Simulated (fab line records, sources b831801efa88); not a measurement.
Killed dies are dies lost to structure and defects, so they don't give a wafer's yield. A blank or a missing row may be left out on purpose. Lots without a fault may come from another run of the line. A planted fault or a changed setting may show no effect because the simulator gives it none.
fab line records | flow sky130
record lots=7 wafers=21 last_day=50
route steps=708 shown VT_ADJUST_HVTP@94 VT_ADJUST_LVTN@97 PAD_OPEN@708
lots that met no fault: from a run of the same line without faults
start_h: hours from the record's first day to the start of the lot's first wafer shown | wait_h: hours since the lot's step before | " the same as in the row above | L1.1+2: a row that stands for several wafers | - no value, or no start given | * or withheld: withheld | < > ~ a bound
route shown NAME@n: a module of which the file shows steps, and the number in the route of the first | usual: mean/standard deviation of fault-free wafers | same: alike in all rows | chamber/n: place in a boat | sites: the reading at each site | _std_site: their standard deviation | _edge_site: outer sites' mean less inner sites' | radius_mm: how far each site lies from the wafer's centre | mask NAME#n: copy n | behind: the tool/chamber that last shaped the wafer | hold: why the lot was held/for how many hours/how that ended | device: the transistor (n, p or np) that didn't switch | end of line: the same wafers' tests at the end of the route | a step without rows: its recipe alone | killed: dies lost to structure and defects at the first sort, not the wafer's yield | map: a wafer's dies, x killed, . not, _ none there
set.NAME: the setting as run; set.NAME@STEP: as run at that earlier step | model.NAME: the simulator's own value behind a step, which no gauge read
lots at some steps of the route; a table a step, a row a wafer
services: from which hour (start_h, from the record's first day; less than 0 if before it) a tool's chamber was out of use, for how many hours, and why
## steps
# step SKY_VT_ADJUST_HVTP_IMPLANT_09
# recipe species=As energy_kev=150 dose_cm2=4.3e+12 tilt_deg=withheld
# step SKY_VT_ADJUST_HVTP_STRIP_10
# recipe chemistry=O2/N2 power_w=1400 pressure_mtorr=1500 platen_temp_c=withheld o2_flow_sccm=3000 n2_flow_sccm=300 overash_fraction=0.5
# usual chamber_pressure_mTorr=1499.9/1.5 drypump_motor_current_A=5.79/0.21 oes_product_au=0.716/0.0046 strip_time_to_endpoint_s=14.17/0.042
# columns lot.wafer tool chamber start_h wait_h chamber_pressure_mTorr drypump_motor_current_A oes_product_au rf_hours_counter_h strip_time_to_endpoint_s
L167.3 plasma_asher-01 1 162.71 0.1 1502.3 5.72 0.714 - 14.15
L167.5 " 0 " " 1501.1 5.62 0.713 - 14.19
L167.6 " 1 " " 1502.3 5.75 0.721 - 14.19
L172.1 plasma_asher-01 0 197.36 0.1 1498.3 5.65 0.709 51 14.15
L172.2 " 1 " " 1499.9 5.72 0.717 51 14.15
L172.4 " 1 " " 1497.9 5.74 0.720 - 14.16
L173.1 plasma_asher-01 1 204.73 0.1 1501.5 5.74 0.716 52 14.13
L173.4 " 1 " " 1498.3 5.72 0.713 - 14.12
L173.6 " 0 " " 1500.8 5.61 0.708 - 14.14
L174.1 plasma_asher-03 1 207.78 0.1 1500.2 6.27 0.718 41 14.18
L174.4 " 0 " " 1501.3 5.62 0.711 - 14.15
L174.5 " 1 " " 1499.9 6.26 0.722 - 14.15
L181.4 plasma_asher-04 0 265.35 0.1 1499.1 5.94 0.722 - 14.19
L181.5 " 1 " " 1500.7 5.88 0.718 - 14.20
L181.6 " 0 " " 1500.7 5.91 0.716 - 14.24
L183.1 plasma_asher-04 1 277.77 0.1 1502.0 5.94 0.711 15 14.20
L183.4 " 0 " " 1498.4 5.94 0.711 - 14.21
L183.5 " 1 " " 1501.5 5.95 0.715 - 14.24
L182.1 plasma_asher-03 1 278.07 0.1 1499.3 6.25 0.708 48 14.14
L182.2 " 0 " " 1498.5 5.62 0.716 48 14.15
L182.4 " 1 " " 1500.2 6.28 0.716 - 14.19
# step SKY_VT_ADJUST_HVTP_TW_MEAS_11
# usual VT_ADJUST_HVTP_TW=1365/6
# columns lot.wafer tool chamber start_h wait_h VT_ADJUST_HVTP_TW
L167.3 film_metro-01 - 162.80 0.1 1369
L167.5 " - " " 1365
L167.6 " - " " 1363
L172.1 film_metro-03 - 197.46 0.1 1372
L172.2 " - " " 1360
L172.4 " - " " 1365
L173.1 film_metro-02 - 204.83 0.1 1358
L173.4 " - " " 1368
L173.6 " - " " 1355
L174.1 film_metro-01 - 207.88 0.1 1372
L174.4 " - " " 1367
L174.5 " - " " 1364
L181.4 film_metro-02 - 265.45 0.1 1362
L181.5 " - " " 1358
L181.6 " - " " 1355
L183.1 film_metro-02 - 277.87 0.1 1367
L183.4 " - " " 1358
L183.5 " - " " 1361
L182.1 film_metro-01 - 278.17 0.1 1365
L182.2 " - " " 1362
L182.4 " - " " 1364
# step SKY_VT_ADJUST_LVTN_DEHYDRATE_00
# recipe temp_c=200 time_s=60
# step SKY_VT_ADJUST_LVTN_HMDS_01
# recipe prime_time_s=60 prime_temp_c=120
# step SKY_VT_ADJUST_LVTN_COAT_02
# recipe spin_rpm=2000 resist_thk_nm=3000
# step SKY_VT_ADJUST_LVTN_SOFTBAKE_03
# recipe temp_c=110 time_s=withheld
# step SKY_VT_ADJUST_LVTN_EXPOSE_04
# recipe mask_id=NWM_COMPLEMENT_LESS_NATIVE na=0.6 source_shape=conventional sigma_outer=0.6 polarization=unpolarized target_cd_nm=840 dose_mj=194
# step SKY_VT_ADJUST_LVTN_PEB_05
# recipe temp_c=115 time_s=withheld
# step SKY_VT_ADJUST_LVTN_DEVELOP_06
# recipe wall_angle_deg=90 developer=TMAH develop_time_s=60 dev_temp_c=23
# step SKY_VT_ADJUST_LVTN_OVL_MEAS_07
# usual VT_ADJUST_LVTN_OVL=0.5/1.5
# columns lot.wafer tool chamber start_h wait_h VT_ADJUST_LVTN_OVL[nm]
L167.3 overlay-01 - 182.03 - 2.2
L167.5 " - " " 1.7
L167.6 " - " " 3.0
L172.1 overlay-02 - 218.66 - 0.4
L172.2 " - " " -1.9
L172.4 " - " " 1.6
L173.1 overlay-02 - 226.09 - -1.7
L173.4 " - " " -1.7
L173.6 " - " " 0.8
L174.1 overlay-02 - 229.60 - -0.2
L174.4 " - " " 2.2
L174.5 " - " " 1.3
L181.4 overlay-01 - 290.17 - 1.9
L181.5 " - " " 3.6
L181.6 " - " " 3.5
L183.1 overlay-01 - 302.51 - -0.3
L183.4 " - " " 0.5
L183.5 " - " " 2.5
L182.1 overlay-01 - 302.86 - -0.6
L182.2 " - " " -2.2
L182.4 " - " " 0.8
# step SKY_VT_ADJUST_LVTN_IMPLANT_08
# recipe species=B energy_kev=30 dose_cm2=1.57e+12 tilt_deg=withheld
# step SKY_VT_ADJUST_LVTN_STRIP_09
# recipe chemistry=O2/N2 power_w=1400 pressure_mtorr=1500 platen_temp_c=withheld o2_flow_sccm=3000 n2_flow_sccm=300 overash_fraction=0.5
# usual chamber_pressure_mTorr=1500.1/1.4 drypump_motor_current_A=5.82/0.24 oes_product_au=0.722/0.0049 strip_time_to_endpoint_s=36.99/0.11
# columns lot.wafer tool chamber start_h wait_h chamber_pressure_mTorr drypump_motor_current_A oes_product_au rf_hours_counter_h strip_time_to_endpoint_s model.coat_of_VT_ADJUST_LVTN_COAT_02.thk_nm
L167.3 plasma_asher-02 0 182.23 0.1 1501.4 5.69 0.726 - 37.07 0
L167.5 " 1 " " 1498.4 5.89 0.720 - 36.94 0
L167.6 " 0 " " 1498.8 5.69 0.716 - 37.09 0
L172.1 plasma_asher-03 0 218.85 0.1 - - - - - 2991
L172.2 " 1 " " - - - - - 2997
L172.4 " 1 " " - - - - - 2994
L173.1 plasma_asher-02 0 226.28 0.1 - - - - - 2987
L173.4 " 0 " " - - - - - 2994
L173.6 " 0 " " - - - - - 2987
L174.1 plasma_asher-01 1 229.79 0.1 - - - - - 2997
L174.4 " 0 " " - - - - - 3002
L174.5 " 1 " " - - - - - 3001
L181.4 plasma_asher-01 0 290.37 0.1 1502.5 5.63 0.717 - 37.09 0
L181.5 " 0 " " 1498.5 5.63 0.714 - 36.98 0
L181.6 " 1 " " 1498.6 5.70 0.726 - 37.10 0
L183.1 plasma_asher-02 1 302.70 0.1 1503.0 5.89 0.720 62 36.99 0
L183.4 " 1 " " 1501.1 5.86 0.717 - 36.97 0
L183.5 " 0 " " 1501.1 5.69 0.725 - 37.02 0
L182.1 plasma_asher-03 0 303.05 0.1 1499.6 5.61 0.721 51 37.01 0
L182.2 " 1 " " 1500.1 6.24 0.720 51 37.08 0
L182.4 " 0 " " 1501.9 5.59 0.730 - 37.06 0
# step SKY_VT_ADJUST_LVTN_TW_MEAS_10
# usual VT_ADJUST_LVTN_TW=243.4/1.2
# columns lot.wafer tool chamber start_h wait_h VT_ADJUST_LVTN_TW
L167.3 film_metro-03 - 182.32 0.1 243.4
L167.5 " - " " 241.1
L167.6 " - " " 243.4
L172.1 film_metro-03 - 218.95 0.1 243.9
L172.2 " - " " 242.7
L172.4 " - " " 243.7
L173.1 film_metro-03 - 226.38 0.1 244.3
L173.4 " - " " 243.8
L173.6 " - " " 243.9
L174.1 film_metro-03 - 229.89 0.1 243.1
L174.4 " - " " 244.3
L174.5 " - " " 245.0
L181.4 film_metro-01 - 290.47 0.1 244.3
L181.5 " - " " 244.6
L181.6 " - " " 243.5
L183.1 film_metro-01 - 302.80 0.1 242.9
L183.4 " - " " 243.5
L183.5 " - " " 243.7
L182.1 film_metro-03 - 303.15 0.1 240.2
L182.2 " - " " 241.8
L182.4 " - " " 241.9
# step SKY_VT_ADJUST_LVTN_DEHYDRATE_11
# recipe temp_c=200 time_s=60
# step SKY_VT_ADJUST_LVTN_HMDS_12
# recipe prime_time_s=60 prime_temp_c=120
# step SKY_VT_ADJUST_LVTN_COAT_13
# recipe resist=NOVOLAK spin_rpm=3000 resist_thk_nm=1140
# step SKY_VT_ADJUST_LVTN_SOFTBAKE_14
# recipe temp_c=90 time_s=60 resist=NOVOLAK
# step SKY_VT_ADJUST_LVTN_EXPOSE_15
# recipe mask_id=HVN_STD_DERIVED na=0.6 source_shape=conventional sigma_outer=0.6 polarization=unpolarized target_cd_nm=600 dose_mj=163
# step SKY_VT_ADJUST_LVTN_PEB_16
# recipe temp_c=withheld time_s=* resist=NOVOLAK
# step SKY_VT_ADJUST_LVTN_DEVELOP_17
# recipe resist=NOVOLAK developer=TMAH develop_time_s=60 dev_temp_c=23
# step SKY_VT_ADJUST_LVTN_OVL_MEAS_18
# usual VT_ADJUST_LVTN_01_OVL=-0.6/1.6
# columns lot.wafer tool chamber start_h wait_h VT_ADJUST_LVTN_01_OVL[nm]
L167.3 overlay-02 - 202.71 0.1 -2.8
L167.5 " - " " -1.1
L167.6 " - " " -2.2
L172.1 overlay-01 - 241.86 0.1 1.4
L172.2 " - " " -0.6
L172.4 " - " " 0.5
L173.1 overlay-02 - 248.26 0.1 0.3
L173.4 " - " " 0.1
L173.6 " - " " -1.3
L174.1 overlay-02 - 252.65 0.1 -2.5
L174.4 " - " " -1.3
L174.5 " - " " -1.7
L181.4 overlay-01 - 316.38 0.1 2.7
L181.5 " - " " 1.7
L181.6 " - " " 2.5
L183.1 overlay-01 - 329.05 0.1 0.8
L183.4 " - " " 0.6
L183.5 " - " " 2.1
L182.1 overlay-02 - 330.11 0.1 -1.8
L182.2 " - " " -1.0
L182.4 " - " " -2.3
# step SKY_VT_ADJUST_LVTN_IMPLANT_19
# recipe species=B energy_kev=30 dose_cm2=6.5e+11 tilt_deg=withheld
# step SKY_VT_ADJUST_LVTN_STRIP_20
# recipe chemistry=O2/N2 power_w=1400 pressure_mtorr=1500 platen_temp_c=withheld o2_flow_sccm=3000 n2_flow_sccm=300 overash_fraction=0.5
# usual chamber_pressure_mTorr=1500.1/1.2 drypump_motor_current_A=5.80/0.21 oes_product_au=0.716/0.005 strip_time_to_endpoint_s=14.19/0.039
# columns lot.wafer tool chamber start_h wait_h chamber_pressure_mTorr drypump_motor_current_A oes_product_au rf_hours_counter_h strip_time_to_endpoint_s
L167.3 plasma_asher-01 1 202.91 0.1 1499.4 5.73 0.713 - 14.15
L167.5 " 0 " " 1499.6 5.62 0.716 - 14.19
L167.6 " 1 " " 1501.3 5.72 0.716 - 14.14
L172.1 plasma_asher-03 0 242.05 0.1 1500.0 5.57 0.719 44 58.57
L172.2 " 1 " " 1499.0 6.24 0.732 44 58.71
L172.4 " 0 " " 1500.2 5.60 0.731 - 58.67
L173.1 plasma_asher-03 1 248.45 0.1 1503.1 6.25 0.730 45 58.54
L173.4 " 0 " " 1499.0 5.60 0.723 - 58.66
L173.6 " 0 " " 1501.4 5.61 0.725 - 58.58
L174.1 plasma_asher-02 1 252.84 0.1 1499.2 5.91 0.726 59 58.68
L174.4 " 0 " " 1502.6 5.69 0.731 - 58.76
L174.5 " 1 " " 1499.7 5.90 0.724 - 58.76
L181.4 plasma_asher-02 1 316.58 0.1 1500.3 5.90 0.717 - 14.28
L181.5 " 0 " " 1500.0 5.69 0.712 - 14.26
L181.6 " 1 " " 1499.7 5.89 0.718 - 14.29
L183.1 plasma_asher-03 0 329.24 0.1 1501.3 5.61 0.718 54 14.14
L183.4 " 0 " " 1499.8 5.60 0.711 - 14.13
L183.5 " 1 " " 1500.6 6.27 0.703 - 14.15
L182.1 plasma_asher-03 0 330.30 0.1 1500.8 5.59 0.709 54 14.23
L182.2 " 1 " " 1500.7 6.25 0.717 54 14.24
L182.4 " 0 " " 1500.0 5.62 0.705 - 14.23
# step SKY_VT_ADJUST_LVTN_TW_MEAS_21
# usual VT_ADJUST_LVTN_2_TW=189.8/1
# columns lot.wafer tool chamber start_h wait_h hold VT_ADJUST_LVTN_2_TW
L167.3 film_metro-03 - 203.00 0.1 - 188.2
L167.5 " - " " - 189.2
L167.6 " - " " - 188.5
L172.1 film_metro-03 - 242.15 0.1 await_dispo/0.2h/release 30.5
L172.2 " - " " await_dispo/0.2h/release 30.4
L172.4 " - " " await_dispo/0.2h/release 30.1
L172.1 film_metro-03 - 242.38 0.2 - 30.3
L172.2 " - " " - 30.4
L172.4 " - " " - 30.1
L173.1 film_metro-04 - 248.55 0.1 await_dispo/0.2h/release 30.5
L173.4 " - " " await_dispo/0.2h/release 30.3
L173.6 " - " " await_dispo/0.2h/release 30.3
L173.1 film_metro-04 - 248.78 0.2 - 30.5
L173.4 " - " " - 30.3
L173.6 " - " " - 30.6
L174.1 film_metro-04 - 252.94 0.1 await_dispo/0.2h/release 30.3
L174.4 " - " " await_dispo/0.2h/release 30.3
L174.5 " - " " await_dispo/0.2h/release 30.5
L174.1 film_metro-04 - 253.16 0.2 - 30.5
L174.4 " - " " - 30.4
L174.5 " - " " - 30.4
L181.4 film_metro-01 - 316.68 0.1 - 189.2
L181.5 " - " " - 190.3
L181.6 " - " " - 189.8
L183.1 film_metro-01 - 329.34 0.1 - 189.0
L183.4 " - " " - 188.8
L183.5 " - " " - 189.3
L182.1 film_metro-01 - 330.40 0.1 - 190.2
L182.2 " - " " - 188.9
L182.4 " - " " - 190.2
# step SKY_PAD_OPEN_PROBE_99
# usual defect_limited_yield=82.5/2.1 killed_at_M0_to_M3=43/7.7 killed_at_M4_up=2.9/1.9 killed_at_contacts=24/5.9 killed_at_front_end=16/5.1 killed_at_other=0.3/0.63 killed_dies=86/10 killed_open=47/7.6 killed_short=39/6.8 sort_bin_3_pad_short=0.8/0.44 sort_bin_5_function=10.4/1.6 sort_bin_6_memory=6.3/1.1 sort_n_pass=406/10 sort_yield_pct=82.5/2.1
# same gross_dies=492 killed_at_back_side=0 sort_bin_4_leakage[%]=0 sort_bin_8_speed[%]=0
# columns lot.wafer tool chamber start_h wait_h defect_limited_yield[%] killed_at_M0_to_M3 killed_at_M4_up killed_at_contacts killed_at_front_end killed_at_other killed_dies killed_open killed_short sort_bin_3_pad_short[%] sort_bin_5_function[%] sort_bin_6_memory[%] sort_n_pass sort_yield_pct[%]
L167.3 prober-02 - 1114.80 0.2 85.4 34 0 33 4 1 72 41 31 0.2 8.3 6.1 420 85.4
L167.5 prober-02 - 1114.90 0.2 86.6 34 2 24 6 0 66 38 28 0.8 7.7 4.9 426 86.6
L167.6 prober-02 - 1114.95 0.2 84.3 44 3 21 9 0 77 44 33 0.2 8.3 7.1 415 84.3
L181.4 prober-02 - 1194.45 0.2 83.3 39 6 19 18 0 82 38 44 1.2 9.6 5.9 410 83.3
L181.5 prober-02 - 1194.50 0.2 83.3 34 3 24 21 0 82 45 37 0.4 10.6 5.7 410 83.3
L181.6 prober-02 - 1194.55 0.2 86.0 37 1 19 12 0 69 41 28 0.6 8.3 5.1 423 86.0
L183.1 prober-01 - 1198.57 0.1 82.3 37 1 30 18 1 87 42 43 1.2 10.4 6.1 405 82.3
L183.4 prober-01 - 1198.72 0.2 81.1 39 6 27 21 0 93 44 48 1.2 12.2 5.5 399 81.1
L183.5 prober-01 - 1198.77 0.2 82.9 46 3 25 10 0 84 52 31 0.4 8.9 7.7 408 82.9
L182.1 prober-02 - 1203.06 0.1 81.9 42 2 30 15 0 89 47 42 0 11.8 6.3 403 81.9
L182.2 prober-02 - 1203.11 0.1 82.3 48 7 15 15 2 87 42 45 1.0 11.4 5.3 405 82.3
L182.4 prober-02 - 1203.21 0.2 85.0 34 3 26 11 0 74 39 35 0.6 8.9 5.5 418 85.0
# killed by level:class
L167.3 LI_CONTACT:geometric_particle:open=12 LOCAL_INTERCONNECT:geometric_particle:short=6 VIA1:geometric_particle:open=6 VIA3:geometric_particle:open=6 VIA1:geometric_particle:short=5 CONTACT:geometric_particle:open=5 LI_CONTACT:geometric_particle:short=4 CONTACT:geometric_particle:short=4
L167.5 CONTACT:geometric_particle:open=8 VIA1:geometric_particle:open=8 METAL3:geometric_particle:short=7 LI_CONTACT:geometric_particle:open=6 LOCAL_INTERCONNECT:geometric_particle:short=5 VIA2:geometric_particle:open=5 VIA3:geometric_particle:open=5 METAL2:geometric_particle:short=4
L167.6 CONTACT:geometric_particle:open=11 VIA3:geometric_particle:open=10 VIA1:geometric_particle:open=8 VIA1:geometric_particle:short=5 METAL1:geometric_particle:short=5 POLY_GATE:geometric_particle:short=4 POLY_GATE:geometric_particle:open=3 LI_CONTACT:geometric_particle:open=3
L181.4 VIA1:geometric_particle:open=10 METAL2:geometric_particle:short=7 FIELD_ISO:geometric_particle:short=6 VIA3:geometric_particle:open=5 CONTACT:geometric_particle:open=5 METAL4:geometric_particle:short=5 FIELD_ISO:geometric_particle:open=4 POLY_GATE:geometric_particle:short=4
L181.5 CONTACT:geometric_particle:open=6 LOCAL_INTERCONNECT:geometric_particle:short=6 METAL2:geometric_particle:short=6 VIA2:geometric_particle:open=6 FIELD_ISO:geometric_particle:open=5 VIA1:geometric_particle:open=5 FIELD_ISO:geometric_particle:short=4 LI_CONTACT:geometric_particle:open=4
L181.6 CONTACT:geometric_particle:open=8 VIA2:geometric_particle:open=8 VIA1:geometric_particle:open=6 LI_CONTACT:geometric_particle:open=4 METAL2:geometric_particle:short=4 VIA3:geometric_particle:open=4 SPACER:geometric_particle:short=3 LOCAL_INTERCONNECT:geometric_particle:short=3
L183.1 VIA1:geometric_particle:open=11 LI_CONTACT:geometric_particle:open=8 CONTACT:geometric_particle:short=6 LI_CONTACT:geometric_particle:short=6 LOCAL_INTERCONNECT:geometric_particle:short=5 CONTACT:geometric_particle:open=5 METAL1:geometric_particle:short=5 FIELD_ISO:geometric_particle:open=4
L183.4 VIA1:geometric_particle:open=10 CONTACT:geometric_particle:open=10 VIA1:geometric_particle:short=8 FIELD_ISO:geometric_particle:open=6 METAL2:geometric_particle:short=6 LI_CONTACT:geometric_particle:open=5 CONTACT:geometric_particle:short=5 FIELD_ISO:geometric_particle:short=4
L183.5 CONTACT:geometric_particle:open=13 VIA1:geometric_particle:open=11 LI_CONTACT:geometric_particle:open=7 METAL1:geometric_particle:short=6 VIA3:geometric_particle:open=6 POLY_GATE:geometric_particle:open=5 VIA2:geometric_particle:open=5 VIA2:geometric_particle:short=4
L182.1 CONTACT:geometric_particle:open=18 METAL2:geometric_particle:short=8 VIA2:geometric_particle:open=8 VIA1:geometric_particle:short=5 POLY_GATE:geometric_particle:open=4 LI_CONTACT:geometric_particle:short=4 VIA1:geometric_particle:open=4 METAL1:geometric_particle:short=4
L182.2 VIA1:geometric_particle:open=12 VIA1:geometric_particle:short=9 VIA2:geometric_particle:open=8 METAL4:geometric_particle:short=7 POLY_GATE:geometric_particle:short=5 LI_CONTACT:geometric_particle:open=5 VIA3:geometric_particle:open=5 VIA3:geometric_particle:short=5
L182.4 CONTACT:geometric_particle:open=10 METAL2:geometric_particle:short=7 LI_CONTACT:geometric_particle:short=6 VIA1:geometric_particle:open=6 VIA3:geometric_particle:open=6 POLY_GATE:geometric_particle:short=4 LI_CONTACT:geometric_particle:open=4 METAL1:geometric_particle:short=4
## services
# columns tool chamber start_h hours kind
plasma_asher-04 - 162.34 2.5 repair
plasma_asher-02 - 214.77 4.3 pm
plasma_asher-03 - 222.11 1.9 repair
plasma_asher-02 - 277.96 14.2 repair
plasma_asher-01 - 310.42 0.4 repair
## key
first_sign step=SKY_VT_ADJUST_LVTN_STRIP_09 reading=tool_record direction=missing
effect step=SKY_VT_ADJUST_LVTN_STRIP_20 reading=strip_time_to_endpoint_s direction=up sigmas=99+ usual=* struck=*
effect step=SKY_VT_ADJUST_LVTN_TW_MEAS_21 reading=visit direction=added
effect step=SKY_VT_ADJUST_LVTN_TW_MEAS_21 reading=VT_ADJUST_LVTN_2_TW direction=down sigmas=99+ usual=189.8 struck=30.4
model_effect step=SKY_VT_ADJUST_LVTN_STRIP_09 value=coat_of_VT_ADJUST_LVTN_COAT_02.thk_nm without=0 struck=2995
met_at SKY_VT_ADJUST_LVTN_STRIP_09
struck_wafers L172.1,L172.2,L172.4,L173.1,L173.4,L173.6,L174.1,L174.4,L174.5
scrapped_behind SKY_VT_ADJUST_LVTN_TW_MEAS_21 L172.1,L172.2,L172.4,L173.1,L173.4,L173.6,L174.1,L174.4,L174.5
onset_between 182.23 218.85
fault kind=skipped_step_whole tool=plasma_asher-01,plasma_asher-02,plasma_asher-03 chamber=- onset_h=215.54 steps=SKY_VT_ADJUST_LVTN_STRIP_09 scope=struck_lots_only
